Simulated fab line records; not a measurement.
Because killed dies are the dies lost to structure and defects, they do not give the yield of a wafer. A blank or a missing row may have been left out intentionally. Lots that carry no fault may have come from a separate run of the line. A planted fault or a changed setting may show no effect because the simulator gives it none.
A lot that was struck, set against a sound lot / flow sky130 / 15 out of 708 route steps
Sound: these wafers, L317.2, L317.4, L317.5. Struck: wafer L332.1 (left out: L332.2, L332.6 of the same lot, which were not struck); the cause appears at the end.
At each step with rows: each side's tool, then ch and its chambers, then its first start. Under that, the readings that differ: sound wafers / struck wafers / difference of the means / sigmas: that difference in standard deviations of wafers without a fault.
alike: readings whose means differ by less than 2 such deviations, and words and numbers that are the same on both sides. not compared: withheld readings, readings that some wafer has no value for, bounds like >300 that may hide the same value, and numbers for which the record gives no deviation and whose values overlap.
Wherever a step has rows on one side only, a row that says differs or no value, or a row with sigmas, the two part there. Non-overlapping numbers with no deviation appear without sigmas and do not part them. A reading missing from all wafers of one side parts the sides only when that side holds two or more wafers.

first, 5 steps without rows for these wafers: SKY_LI_CONTACT_COAT_07 (resist thk 450 nm); SKY_LI_CONTACT_SOFTBAKE_08 (time 90 s); SKY_LI_CONTACT_EXPOSE_09 (exposes mask LICM1, target cd 170 nm); SKY_LI_CONTACT_PEB_10; SKY_LI_CONTACT_DEVELOP_11 (develop time 60 s).
SKY_LI_CONTACT_CD_MEAS_12: the cd target is 170 nm.
  sound: cdSem-02 at day 29 08:22; struck: cdSem-01 at day 34 11:02
  alike: cdNm
SKY_LI_CONTACT_OVL_MEAS_13:
  sound: overlay-01 at day 29 08:29; struck: overlay-02 at day 34 11:10
  alike: LI_CONTACT_OVL
SKY_LI_CONTACT_ETCH_14: etches BARC in N2/H2, stops on SiO2, time 45.9 s, target depth 60 nm.
  sound on rieDiel-02 ch 0,1,3, day 29 08:31; struck on rieDiel-01 ch 2, day 34 11:11
reading=oesProductAu (a.u.); sound=0.860 0.860 0.853; struck=0.839; difference=-0.019; sigmas=-4
  alike: drypumpMotorCurrentA, throttleValvePct
  not compared: rfHoursCounterH
SKY_LI_CONTACT_ETCH_15: etches PSG in C4F8/O2/Ar, stops on Si, target depth 600 nm.
  sound on rieDiel-02 ch 0,1,3, day 29 08:33; struck on rieDiel-01 ch 2, day 34 11:14
  alike: oesProductAu
SKY_LI_CONTACT_STRIP_16: strips in O2/N2.
  sound on plasmaAsher-02 ch 0,1, day 29 08:38; struck on plasmaAsher-01 ch 0, day 34 11:19
reading=oesProductAu (a.u.); sound=0.376 0.371 0.378; struck=0.364; difference=-0.011; sigmas=-2
  alike: drypumpMotorCurrentA, stripTimeToEndpointS
  not compared: rfHoursCounterH
then, 2 steps without rows for these wafers: SKY_LI_CONTACT_CLEAN_17 (cleans in NMP, time 600 s); SKY_LI_CONTACT_PRE_CLEAN_18 (time 5.6 s).
SKY_LI_CONTACT_SPUTTER_19: material Ti, target thk 20 nm, time 106.37 s.
  sound: pvdSputter-01 at day 29 08:56; struck: pvdSputter-01 at day 34 11:38
reading=model.Ti_of_LI_CONTACT_SPUTTER_19.thkNm (nm); sound=19.64 19.54 19.5; struck=21.05; difference=+1.49; sigmas=
  alike: throttleValvePct
SKY_LI_CONTACT_SPUTTER_20: material TiN, target thk 20 nm, time 80 s.
  sound: pvdSputter-01 at day 29 09:00; struck: pvdSputter-01 at day 34 11:43
  alike: throttleValvePct
SKY_PAD_OPEN_PROBE_99:
  the record holds rows for the sound wafers here (prober-01, day 46 00:24) but none for the struck ones

== WHERE THEY PART ==
First at SKY_LI_CONTACT_ETCH_14; last, within this record, at SKY_PAD_OPEN_PROBE_99.

WHY: whatever the simulator had introduced
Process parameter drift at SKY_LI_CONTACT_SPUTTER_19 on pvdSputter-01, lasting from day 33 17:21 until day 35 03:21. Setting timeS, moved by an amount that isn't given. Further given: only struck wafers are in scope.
